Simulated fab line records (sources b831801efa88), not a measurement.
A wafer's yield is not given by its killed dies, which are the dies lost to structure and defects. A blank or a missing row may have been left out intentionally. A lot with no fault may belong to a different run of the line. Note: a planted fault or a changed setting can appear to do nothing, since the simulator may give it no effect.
Chamber matching ; flow sky130 ; 4 sister chambers for SKY_VIA1_ETCH_14 on rieDiel-04
The step etches BARC in N2/H2, stops on SiO2, time 45.9 s, target depth 60 nm. 4 wafers are shown with their chamber, then 8 later ones without.

== WAFERS, EACH WITH ITS CHAMBER ==
wafer;chamber;drypumpMotorCurrentA (A)
L079.6;1;6.2
L084.5;3;5.6
L084.6;0;5.9
L085.2;2;5.6

== WAFERS MISSING THEIR CHAMBER ==
wafer;drypumpMotorCurrentA (A)
L085.4;5.9
L085.5;5.7
L093.2;5.6
L093.4;5.9
L093.6;5.6
L097.1;6.1
L097.4;5.9
L097.5;5.7

== CHAMBER TAKEN BY EACH ==
wafer;from the rows above;in truth
L085.4;0;0
L085.5;can't be placed: 2 or 3 or 0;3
L093.2;can't be placed: 2 or 3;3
L093.4;0;0
L093.6;can't be placed: 2 or 3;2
L097.1;can't be placed: 1 or 0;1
L097.4;0;0
L097.5;can't be placed: 2 or 3 or 0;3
3 of 8 placed correctly. From these rows, 5 cannot be placed; in 5 the true chamber is one of the candidates. Wrongly placed: 0.
How it was worked out, from the rows above alone: a wafer's distance from a chamber is the root of the sum, over the readings, of the square of ((its reading less the chamber's mean) divided by the reading's scatter). The wafer belongs to the nearest chamber; if the next one is less than 2 further off, it can't be placed. A chamber's mean is the mean of its shown wafers. The scatter: root of mean squared gap, hidden wafer to nearest shown wafer, with one shown wafer a chamber.
